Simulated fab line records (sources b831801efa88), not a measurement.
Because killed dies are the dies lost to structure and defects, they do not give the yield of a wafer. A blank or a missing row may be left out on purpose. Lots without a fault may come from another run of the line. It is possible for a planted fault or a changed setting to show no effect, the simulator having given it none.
8D (eight disciplines) problem report, filled in by code + flow sfq_line + the parts of the form that need people (team, actions taken, sign-off) are left out

## 1. PROBLEM STATEMENT
Wafers with no fault read 597.5 W with a standard deviation of 1.8, whereas rf_fwd_power_W at SFQ_TRILAYER_M5_ETCH_METAL_ETCH_126 reads a mean of 503.1 W on 1 wafer of 1 lot. Relative to the usual mean, that is a shift of -52 standard deviations.
The step: etches Nb in Cl2/BCl3, stops on SiO2, time 203.2 s, target depth 265 nm.
First seen on wafer L903.1, day 56 23:01, on rie_metal-01. The record holds 39 wafers of 13 lots with a number at this step. Rule for "out" (also "out of limits"): further than 4 standard deviations from the usual mean. The other wafers with a number count as sound.

## 2. WHAT IT IS; WHAT IT IS NOT
| question                    | is                | is not                                                                                                   |
|-----------------------------|-------------------|----------------------------------------------------------------------------------------------------------|
| which readings at this step | rf_fwd_power_W    | drypump_motor_current_A                                                                                  |
| which lots                  | L903              | L892, L893, L897, L898, L899, L908, L909, L910, L911, L912, L913, L915                                   |
| which wafers of those lots  | L903.1            | L903.2, L903.4                                                                                           |
| read on which tools         | rie_metal-01      | rie_metal-02, rie_metal-04                                                                               |
| when                        | from day 56 23:01 | up to then (17 sound wafers); but 21 sound wafers of L908, L909, L910, L911, L912, L913, L915 came after |

## 3. WHAT RULES OUT EACH SUSPECT
Counting: a tool at a process step up to the reading stays a suspect if it ran every lot that is out. Sound lots after the first of them don't rule it out here, since some wafers of a struck lot are sound.
- pvd_sputter-04 at SFQ_TRILAYER_JJ_TRILAYER_DEP_SPUTTER_112 (material Nb, target thk 170 nm, time 113.3 s): kept. It ran the lot that is out, L903 (day 55 19:14); its last sound lot up to then is L892 (day 44 00:48).
- rie_metal-01 at SFQ_TRILAYER_M5_ETCH_METAL_ETCH_126 (etches Nb in Cl2/BCl3, stops on SiO2, time 203.2 s, target depth 265 nm): kept. It ran the lot that is out, L903 (day 56 23:01); its last sound lot up to then is L898 (day 54 20:58). On those wafers its own readings are out: rf_fwd_power_W.
- At SFQ_TRILAYER_M5_ETCH_METAL_ETCH_126 on rie_metal-01, chamber 1 took the sound wafers of the same lots and chamber 0 took the wafers that are out.
What counting leaves: pvd_sputter-04 at SFQ_TRILAYER_JJ_TRILAYER_DEP_SPUTTER_112 and rie_metal-01 at SFQ_TRILAYER_M5_ETCH_METAL_ETCH_126.

## 4. THE CAUSE (what the simulator had put in)
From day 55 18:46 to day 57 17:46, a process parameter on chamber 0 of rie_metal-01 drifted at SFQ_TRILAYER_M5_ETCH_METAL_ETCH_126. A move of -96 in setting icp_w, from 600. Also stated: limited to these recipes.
Of the 2 suspects that counting leaves, this tool is one.

## 5. THE CHAIN OF EFFECTS, in route order
Each row: a reading where the mean over the struck wafers with a number is more than 3 standard deviations away from the usual. Scope: only readings with a usual standard deviation given in the record; hours: median across lots of the time from each lot's start at the first step in this table that gives one to its start at this step; sigmas: change in usual standard deviations.
| hours | step                                | reading        | usual   | on struck wafers | change | sigmas |
|-------|-------------------------------------|----------------|---------|------------------|--------|--------|
| 0     | SFQ_TRILAYER_M5_ETCH_METAL_ETCH_126 | rf_fwd_power_W | 597.5 W | 503.1            | -94.4  | -52    |
It contains these process steps:
- SFQ_TRILAYER_M5_ETCH_METAL_ETCH_126: etches Nb in Cl2/BCl3, stops on SiO2, time 203.2 s, target depth 265 nm.

## 6. HOW IT WOULD HAVE BEEN CAUGHT EARLIER
The fault began at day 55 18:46; the first out-of-limits reading in this record came at day 56 23:01, 28 hours later.
